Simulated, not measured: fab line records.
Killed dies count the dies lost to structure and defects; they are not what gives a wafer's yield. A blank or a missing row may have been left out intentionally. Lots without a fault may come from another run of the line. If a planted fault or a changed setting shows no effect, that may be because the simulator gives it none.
Which tool did it? :: flow sky130 :: 14 lots with 42 wafers sampled at 5 steps, on a route of 708 steps

WHAT THE GAUGES READ, wafer by wafer
SKY_FIELD_ISO_CD_MEAS_13 targets a cd of 150 nm.
lot: L283
measured: day 2 04:23
on: cdSem-01
cdNm (nm): 149.7 150.1 149.6

lot: L284
measured: day 2 09:29
on: cdSem-02
cdNm (nm): 150.1 150.9 149.2

lot: L285
measured: day 2 15:08
on: cdSem-02
cdNm (nm): 148.2 148.2 148.9

lot: L286
measured: day 2 20:22
on: cdSem-01
cdNm (nm): 151.3 150.4 150.3

lot: L287
measured: day 3 03:45
on: cdSem-02
cdNm (nm): 150.3 148.9 150.5

lot: L289
measured: day 3 14:02
on: cdSem-02
cdNm (nm): 152.5 150.7 152.2

lot: L290
measured: day 3 18:00
on: cdSem-01
cdNm (nm): 151.7 151.0 150.8

lot: L291
measured: day 3 21:24
on: cdSem-01
cdNm (nm): 148.9 148.7 148.4

lot: L292
measured: day 4 02:46
on: cdSem-01
cdNm (nm): 150.3 149.2 150.0

lot: L293
measured: day 4 09:29
on: cdSem-01
cdNm (nm): 151.7 152.7 152.5

lot: L302
measured: day 6 09:11
on: cdSem-02
cdNm (nm): 149.4 151.3 151.0

lot: L304
measured: day 6 19:17
on: cdSem-01
cdNm (nm): 150.7 151.6 150.1

lot: L305
measured: day 6 23:26
on: cdSem-02
cdNm (nm): 151.4 150.7 151.5

lot: L306
measured: day 7 03:16
on: cdSem-02
cdNm (nm): 148.9 150.1 147.8

SKY_VT_ADJUST_LVTN_TW_MEAS_10.
lot: L283
measured: day 6 19:56
on: filmMetro-04
VT_ADJUST_LVTN_TW: 242.6 242.9 242.7

lot: L284
measured: day 6 23:54
on: filmMetro-01
VT_ADJUST_LVTN_TW: 237.0 237.7 237.9

lot: L285
measured: day 7 09:23
on: filmMetro-02
VT_ADJUST_LVTN_TW: 236.3 236.8 237.6

lot: L286
measured: day 7 17:06
on: filmMetro-04
VT_ADJUST_LVTN_TW: 243.4 243.8 243.4

lot: L287
measured: day 7 23:53
on: filmMetro-01
VT_ADJUST_LVTN_TW: 238.6 238.3 238.8

lot: L289
measured: day 8 12:04
on: filmMetro-04
VT_ADJUST_LVTN_TW: 243.8 246.1 245.2

lot: L290
measured: day 8 16:18
on: filmMetro-01
VT_ADJUST_LVTN_TW: 237.1 237.7 238.9

lot: L291
measured: day 8 23:38
on: filmMetro-01
VT_ADJUST_LVTN_TW: 237.8 236.7 237.5

lot: L292
measured: day 9 06:38
on: filmMetro-02
VT_ADJUST_LVTN_TW: 29.6 29.5 29.6

lot: L293
measured: day 9 12:41
on: filmMetro-04
VT_ADJUST_LVTN_TW: 30.2 30.3 30.1

lot: L302
measured: day 12 01:44
on: filmMetro-04
VT_ADJUST_LVTN_TW: 242.9 242.5 241.6

lot: L304
measured: day 12 16:36
on: filmMetro-04
VT_ADJUST_LVTN_TW: 241.9 242.6 242.0

lot: L305
measured: day 13 00:50
on: filmMetro-01
VT_ADJUST_LVTN_TW: 237.5 237.6 237.9

lot: L306
measured: day 13 05:50
on: filmMetro-01
VT_ADJUST_LVTN_TW: 237.3 236.0 237.2

SKY_POLY_GATE_OVL_MEAS_14.
lot: L283
measured: day 16 03:49
on: overlay-01
POLY_GATE_OVL (nm): -4 5 -5

lot: L284
measured: day 16 08:10
on: overlay-01
POLY_GATE_OVL (nm): 6 -2 -1

lot: L285
measured: day 16 19:01
on: overlay-02
POLY_GATE_OVL (nm): -6 1 -2

lot: L286
measured: day 17 11:41
on: overlay-02
POLY_GATE_OVL (nm): 9 8 3

lot: L287
measured: day 17 18:14
on: overlay-02
POLY_GATE_OVL (nm): 3 5 9

lot: L289
measured: day 18 09:58
on: overlay-02
POLY_GATE_OVL (nm): -4 0 -1

lot: L290
measured: day 18 17:43
on: overlay-01
POLY_GATE_OVL (nm): -1 1 1

lot: L291
measured: day 19 06:20
on: overlay-02
POLY_GATE_OVL (nm): 9 -5 -1

lot: L292
measured: day 19 13:46
on: overlay-02
POLY_GATE_OVL (nm): 11 2 9

lot: L293
measured: day 20 02:10
on: overlay-02
POLY_GATE_OVL (nm): 1 1 0

lot: L302
measured: day 23 13:04
on: overlay-02
POLY_GATE_OVL (nm): 2 0 -2

lot: L304
measured: day 24 05:52
on: overlay-01
POLY_GATE_OVL (nm): 3 5 9

lot: L305
measured: day 24 17:20
on: overlay-02
POLY_GATE_OVL (nm): 7 11 8

lot: L306
measured: day 24 22:46
on: overlay-02
POLY_GATE_OVL (nm): 2 -2 0

WHAT TOOL EACH LOT RAN ON (gives the tool, then ch and the chambers of the sampled wafers, and finally the start)
lot: L283
SKY_VT_ADJUST_HVTP_STRIP_10: plasmaAsher-04 ch 0,1, day 6 00:30
SKY_VT_ADJUST_LVTN_STRIP_09: plasmaAsher-03 ch 0,1, day 6 19:50

lot: L284
SKY_VT_ADJUST_HVTP_STRIP_10: plasmaAsher-04 ch 0,1, day 6 05:09
SKY_VT_ADJUST_LVTN_STRIP_09: plasmaAsher-04 ch 0,1, day 6 23:47

lot: L285
SKY_VT_ADJUST_HVTP_STRIP_10: plasmaAsher-04 ch 0,1, day 6 13:31
SKY_VT_ADJUST_LVTN_STRIP_09: plasmaAsher-03 ch 0,1, day 7 09:17

lot: L286
SKY_VT_ADJUST_HVTP_STRIP_10: plasmaAsher-04 ch 0,1, day 6 21:12
SKY_VT_ADJUST_LVTN_STRIP_09: plasmaAsher-01 ch 0,1, day 7 16:59

lot: L287
SKY_VT_ADJUST_HVTP_STRIP_10: plasmaAsher-02 ch 0,1, day 7 03:55
SKY_VT_ADJUST_LVTN_STRIP_09: plasmaAsher-01 ch 0,1, day 7 23:47

lot: L289
SKY_VT_ADJUST_HVTP_STRIP_10: plasmaAsher-04 ch 0,1, day 7 15:32
SKY_VT_ADJUST_LVTN_STRIP_09: plasmaAsher-01 ch 0,1, day 8 11:58

lot: L290
SKY_VT_ADJUST_HVTP_STRIP_10: plasmaAsher-04 ch 0,1, day 7 19:38
SKY_VT_ADJUST_LVTN_STRIP_09: plasmaAsher-03 ch 0,1, day 8 16:13

lot: L291
SKY_VT_ADJUST_HVTP_STRIP_10: plasmaAsher-04 ch 0,1, day 8 02:24
SKY_VT_ADJUST_LVTN_STRIP_09: plasmaAsher-01 ch 0,1, day 8 23:32

lot: L292
SKY_VT_ADJUST_HVTP_STRIP_10: plasmaAsher-04 ch 0,1, day 8 09:14
SKY_VT_ADJUST_LVTN_STRIP_09: plasmaAsher-01 ch 0,1, day 9 06:32

lot: L293
SKY_VT_ADJUST_HVTP_STRIP_10: plasmaAsher-01 ch 0,1, day 8 15:36
SKY_VT_ADJUST_LVTN_STRIP_09: plasmaAsher-03 ch 0,1, day 9 12:35

lot: L302
SKY_VT_ADJUST_HVTP_STRIP_10: plasmaAsher-04 ch 0,1, day 11 01:28
SKY_VT_ADJUST_LVTN_STRIP_09: plasmaAsher-04 ch 0,1, day 12 01:38

lot: L304
SKY_VT_ADJUST_HVTP_STRIP_10: plasmaAsher-01 ch 0,1, day 11 16:39
SKY_VT_ADJUST_LVTN_STRIP_09: plasmaAsher-04 ch 0,1, day 12 16:30

lot: L305
SKY_VT_ADJUST_HVTP_STRIP_10: plasmaAsher-04 ch 0,1, day 12 00:21
SKY_VT_ADJUST_LVTN_STRIP_09: plasmaAsher-01 ch 1, day 13 00:44

lot: L306
SKY_VT_ADJUST_HVTP_STRIP_10: plasmaAsher-01 ch 0,1, day 12 05:10
SKY_VT_ADJUST_LVTN_STRIP_09: plasmaAsher-04 ch 1, day 13 05:44
- SKY_VT_ADJUST_HVTP_STRIP_10: strips in O2/N2.
- SKY_VT_ADJUST_LVTN_STRIP_09: strips in O2/N2.

WHAT THE TOOLS THEMSELVES READ (means of the sampled wafers that have a number; where no wafer has one, the mark that the record gives instead)
SKY_VT_ADJUST_HVTP_STRIP_10.
lot: L283
tool: plasmaAsher-04
chamberPressureMTorr (mTorr): 1500.3
drypumpMotorCurrentA (A): 5.4
oesProductAu (a.u.): 0.713
stripTimeToEndpointS (s): 14.18

lot: L284
tool: plasmaAsher-04
chamberPressureMTorr (mTorr): 1498.6
drypumpMotorCurrentA (A): 5.3
oesProductAu (a.u.): 0.719
stripTimeToEndpointS (s): 14.22

lot: L285
tool: plasmaAsher-04
chamberPressureMTorr (mTorr): 1500.5
drypumpMotorCurrentA (A): 5.4
oesProductAu (a.u.): 0.714
stripTimeToEndpointS (s): 14.26

lot: L286
tool: plasmaAsher-04
chamberPressureMTorr (mTorr): 1498.1
drypumpMotorCurrentA (A): 5.4
oesProductAu (a.u.): 0.717
stripTimeToEndpointS (s): 14.18

lot: L287
tool: plasmaAsher-02
chamberPressureMTorr (mTorr): 1499.1
drypumpMotorCurrentA (A): 6.0
oesProductAu (a.u.): 0.717
stripTimeToEndpointS (s): 14.18

lot: L289
tool: plasmaAsher-04
chamberPressureMTorr (mTorr): 1498.8
drypumpMotorCurrentA (A): 5.4
oesProductAu (a.u.): 0.715
stripTimeToEndpointS (s): 14.20

lot: L290
tool: plasmaAsher-04
chamberPressureMTorr (mTorr): 1501.3
drypumpMotorCurrentA (A): 5.4
oesProductAu (a.u.): 0.721
stripTimeToEndpointS (s): 14.15

lot: L291
tool: plasmaAsher-04
chamberPressureMTorr (mTorr): 1501.5
drypumpMotorCurrentA (A): 5.4
oesProductAu (a.u.): 0.715
stripTimeToEndpointS (s): 14.19

lot: L292
tool: plasmaAsher-04
chamberPressureMTorr (mTorr): -
drypumpMotorCurrentA (A): -
oesProductAu (a.u.): -
stripTimeToEndpointS (s): -

lot: L293
tool: plasmaAsher-01
chamberPressureMTorr (mTorr): -
drypumpMotorCurrentA (A): -
oesProductAu (a.u.): -
stripTimeToEndpointS (s): -

lot: L302
tool: plasmaAsher-04
chamberPressureMTorr (mTorr): 1499.7
drypumpMotorCurrentA (A): 5.4
oesProductAu (a.u.): 0.717
stripTimeToEndpointS (s): 14.18

lot: L304
tool: plasmaAsher-01
chamberPressureMTorr (mTorr): 1499.9
drypumpMotorCurrentA (A): 5.5
oesProductAu (a.u.): 0.714
stripTimeToEndpointS (s): 14.19

lot: L305
tool: plasmaAsher-04
chamberPressureMTorr (mTorr): 1500.4
drypumpMotorCurrentA (A): 5.4
oesProductAu (a.u.): 0.714
stripTimeToEndpointS (s): 14.21

lot: L306
tool: plasmaAsher-01
chamberPressureMTorr (mTorr): 1500.2
drypumpMotorCurrentA (A): 6.0
oesProductAu (a.u.): 0.716
stripTimeToEndpointS (s): 14.19

SKY_VT_ADJUST_LVTN_STRIP_09.
lot: L283
tool: plasmaAsher-03
chamberPressureMTorr (mTorr): 1500.4
drypumpMotorCurrentA (A): 6.2
oesProductAu (a.u.): 0.722
stripTimeToEndpointS (s): 36.97

lot: L284
tool: plasmaAsher-04
chamberPressureMTorr (mTorr): 1500.1
drypumpMotorCurrentA (A): 5.4
oesProductAu (a.u.): 0.724
stripTimeToEndpointS (s): 36.99

lot: L285
tool: plasmaAsher-03
chamberPressureMTorr (mTorr): 1499.3
drypumpMotorCurrentA (A): 6.4
oesProductAu (a.u.): 0.728
stripTimeToEndpointS (s): 36.96

lot: L286
tool: plasmaAsher-01
chamberPressureMTorr (mTorr): 1499.0
drypumpMotorCurrentA (A): 5.5
oesProductAu (a.u.): 0.724
stripTimeToEndpointS (s): 36.86

lot: L287
tool: plasmaAsher-01
chamberPressureMTorr (mTorr): 1499.5
drypumpMotorCurrentA (A): 5.5
oesProductAu (a.u.): 0.724
stripTimeToEndpointS (s): 36.90

lot: L289
tool: plasmaAsher-01
chamberPressureMTorr (mTorr): 1500.6
drypumpMotorCurrentA (A): 5.5
oesProductAu (a.u.): 0.722
stripTimeToEndpointS (s): 36.99

lot: L290
tool: plasmaAsher-03
chamberPressureMTorr (mTorr): 1498.9
drypumpMotorCurrentA (A): 6.2
oesProductAu (a.u.): 0.722
stripTimeToEndpointS (s): 37.06

lot: L291
tool: plasmaAsher-01
chamberPressureMTorr (mTorr): 1500.3
drypumpMotorCurrentA (A): 6.0
oesProductAu (a.u.): 0.721
stripTimeToEndpointS (s): 36.97

lot: L292
tool: plasmaAsher-01
chamberPressureMTorr (mTorr): 1500.3
drypumpMotorCurrentA (A): 5.5
oesProductAu (a.u.): 0.730
stripTimeToEndpointS (s): 53.67

lot: L293
tool: plasmaAsher-03
chamberPressureMTorr (mTorr): 1500.8
drypumpMotorCurrentA (A): 6.2
oesProductAu (a.u.): 0.725
stripTimeToEndpointS (s): 53.78

lot: L302
tool: plasmaAsher-04
chamberPressureMTorr (mTorr): 1499.7
drypumpMotorCurrentA (A): 5.4
oesProductAu (a.u.): 0.722
stripTimeToEndpointS (s): 36.89

lot: L304
tool: plasmaAsher-04
chamberPressureMTorr (mTorr): 1499.1
drypumpMotorCurrentA (A): 5.4
oesProductAu (a.u.): 0.726
stripTimeToEndpointS (s): 36.88

lot: L305
tool: plasmaAsher-01
chamberPressureMTorr (mTorr): 1500.0
drypumpMotorCurrentA (A): 5.0
oesProductAu (a.u.): 0.723
stripTimeToEndpointS (s): 36.72

lot: L306
tool: plasmaAsher-04
chamberPressureMTorr (mTorr): 1498.4
drypumpMotorCurrentA (A): 5.5
oesProductAu (a.u.): 0.722
stripTimeToEndpointS (s): 36.93

THE ANSWER, worked out from the rows above alone
Rule: what is usual is taken from the lots themselves. The widest of any qualifying gaps counts: lots, ordered by their means at a reading, are off when they make up no more than a third of the lots, leave a main group of 4 or more, and stand apart from it by 3 or more times the standard deviation of that group's means. The tables above print the reading to a certain number of digits; a main group whose means all agree to those digits is not used. A lot without any number at a reading at which 4 lots or more have one is off too. The other lots that the step has rows for count as sound. The gauges are gone through in route order, then the tools' own readings, and for those a lot's mean is taken as printed above. At the first step where some lot is off, the reading lying furthest off is the one used; lots without a number count as furthest.
Off: at SKY_VT_ADJUST_LVTN_TW_MEAS_10 (VT_ADJUST_LVTN_TW), L292, L293. The main group has a mean of 239.9 with a standard deviation of 2.9.
A tool fits if, at a process step before that reading, it ran every lot that is off, and no sound lot after the first of them. Not tried: the gauges at SKY_VT_ADJUST_LVTN_TW_MEAS_10; whatever is off there is also off at SKY_VT_ADJUST_HVTP_STRIP_10, on other tools, and gauge error can't account for it. Not one of the candidates tried fits.

WHAT THE SIMULATOR HAD PUT IN
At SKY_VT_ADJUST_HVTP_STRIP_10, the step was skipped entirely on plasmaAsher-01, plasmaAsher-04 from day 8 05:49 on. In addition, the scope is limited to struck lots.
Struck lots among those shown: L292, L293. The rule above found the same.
